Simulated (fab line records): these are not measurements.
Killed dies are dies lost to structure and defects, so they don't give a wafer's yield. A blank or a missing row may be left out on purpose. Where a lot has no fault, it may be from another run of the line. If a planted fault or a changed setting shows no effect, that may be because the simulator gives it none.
Problem report in the 8D (eight disciplines) form, filled by code | flow gf180mcu | the parts of the form that need people (team, actions taken, sign-off) are left out

== 1. PROBLEM STATEMENT ==
Mean of cdNm at GF_V4_CD_MEAS_14: 276.6 nm across 6 wafers in 2 lots; on wafers with no fault it is 259.6 nm (standard deviation 0.99). That puts it +17 standard deviations away from the usual mean.
The step: target cd 260 nm.
Seen first at day 31 05:42 on cdSem-02, wafer L374.2. At this step, 36 wafers from 12 lots have a number in the record. Rule for "out", or "out of limits": more than 4 standard deviations from the usual mean. Any other wafer with a number is counted as sound.

== 2. WHAT IT IS AND WHAT IT IS NOT ==
question                    | is                     | is not
which readings at this step | cdNm                   | -
which lots                  | L374, L375             | L355, L356, L357, L361, L362, L364, L366, L367, L368, L370
which wafers of those lots  | all that have a number | -
read on which gauges        | cdSem-01, cdSem-02     | -
when                        | from day 31 05:42      | up to then (30 sound wafers)

== 3. THE SUSPECTS, EACH WITH WHAT RULES IT OUT ==
Counting: any tool at a process step up to the reading is kept as a suspect provided that every lot that is out went through it and no sound lot did after the first of them.
- ruled out: the gauge at GF_V4_CD_MEAS_14. 2 gauges (cdSem-01, cdSem-02) read the wafers that are out.
- lithoTrack-04 at GF_M4_SOFTBAKE_10 (time 61.75 s): kept. All lots that are out passed through it, beginning with L374 at day 30 00:08, and no sound lot followed; its final sound lot before that point was L367 at day 27 23:50.
- lithoTrack-04 at GF_V4_PEB_12 (peb time 87.12 s): kept. All lots that are out passed through it, beginning with L374 at day 31 05:21, and no sound lot followed; its final sound lot before that point was L366 at day 28 23:18. Its own heaterPowerTotalW, plateTempC readings are out on those wafers.
Left after counting: lithoTrack-04 at GF_M4_SOFTBAKE_10, lithoTrack-04 at GF_V4_PEB_12.

== 4. THE CAUSE (what the simulator had put in) ==
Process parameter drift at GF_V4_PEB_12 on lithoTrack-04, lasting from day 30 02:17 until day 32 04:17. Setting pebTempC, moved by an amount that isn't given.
2 suspects survive the count, and this tool is in that group.

== 5. THE CHAIN OF EFFECTS, in route order ==
One row per reading whose mean, taken over the struck wafers that have a number, lies over 3 standard deviations from the usual. Only readings whose record carries a usual standard deviation are examined. hours: median over the lots of the time between each lot's start at the first step of this table that gives one and its start at this step. sigmas: the change, counted in usual standard deviations.
hours | step             | reading           | usual    | on struck wafers | change | sigmas
0     | GF_V4_PEB_12     | heaterPowerTotalW | 86.61 W  | 94.27            | +7.66  | +35
0     | GF_V4_PEB_12     | plateTempC        | 134.99 C | 144.00           | +9.01  | +60
0     | GF_V4_CD_MEAS_14 | cdNm              | 259.6 nm | 276.6            | +17.0  | +17
The process steps in it:
- GF_V4_PEB_12: peb time 87.12 s.

== 6. HOW IT WOULD HAVE BEEN CAUGHT EARLIER ==
Counted from the fault's start at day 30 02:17, it took 27 hours until the first out-of-limits reading at a measuring or inspecting step in this record, taken at day 31 05:42.
Tool's own readings at GF_V4_PEB_12, heaterPowerTotalW, plateTempC: out on all struck wafers the step has rows for; an alarm limit on them would have tripped on the first.
Of the lots that are out (2), L375 began GF_V4_PEB_12 on lithoTrack-04 after day 31 05:42. Holding the tool at that time would have saved it.
